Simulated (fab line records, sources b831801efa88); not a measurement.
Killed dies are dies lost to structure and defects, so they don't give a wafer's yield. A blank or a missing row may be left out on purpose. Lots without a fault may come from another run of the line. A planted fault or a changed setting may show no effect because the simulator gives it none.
Chamber matching | flow sfq_line | SFQ_TRILAYER_I7_DEP_PECVD_183 on pecvd-01: 3 sister chambers
The step deposits SiO2 from SiH4/N2O, time 111.11 s, target thk 500 nm. 6 wafers are shown with their chamber, then 7 later ones without.

WAFERS WITH THEIR CHAMBER
wafer  | chamber | showerhead_vpp_V (V) | heater_power_w (W)
L762.2 | 2       | 795                  | 84
L765.2 | 1       | 801                  | 86
L765.4 | 1       | 806                  | 90
L765.6 | 0       | 823                  | 75
L767.3 | 0       | 827                  | 73
L767.5 | 2       | 788                  | 85

WAFERS WITHOUT THEIR CHAMBER
wafer  | showerhead_vpp_V (V) | heater_power_w (W)
L767.6 | 807                  | 89
L768.1 | 815                  | 82
L768.3 | 792                  | 78
L768.4 | 825                  | 81
L771.2 | 799                  | 82
L771.4 | 803                  | 91
L771.5 | 829                  | 84

WHICH CHAMBER EACH WENT THROUGH
wafer  | from the rows above          | in truth
L767.6 | 1                            | 1
L768.1 | can't be placed: 1 or 0 or 2 | 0
L768.3 | 2                            | 2
L768.4 | 0                            | 0
L771.2 | can't be placed: 2 or 1      | 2
L771.4 | 1                            | 1
L771.5 | can't be placed: 0 or 1      | 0
Placed correctly: 4 of 7. Can't be placed from these rows: 3 (the true chamber is among the candidates in 3). Placed wrongly: 0.
How it was worked out, from the rows above alone: a wafer's distance from a chamber is the root of the sum, over the readings, of the square of ((its reading less the chamber's mean) divided by the reading's scatter). The wafer belongs to the nearest chamber; if the next one is less than 2 further off, it can't be placed. A chamber's mean is the mean of its shown wafers. The scatter: the root of (the sum of the squares of (reading less its chamber's mean) over the shown wafers, divided by (wafers less chambers)).
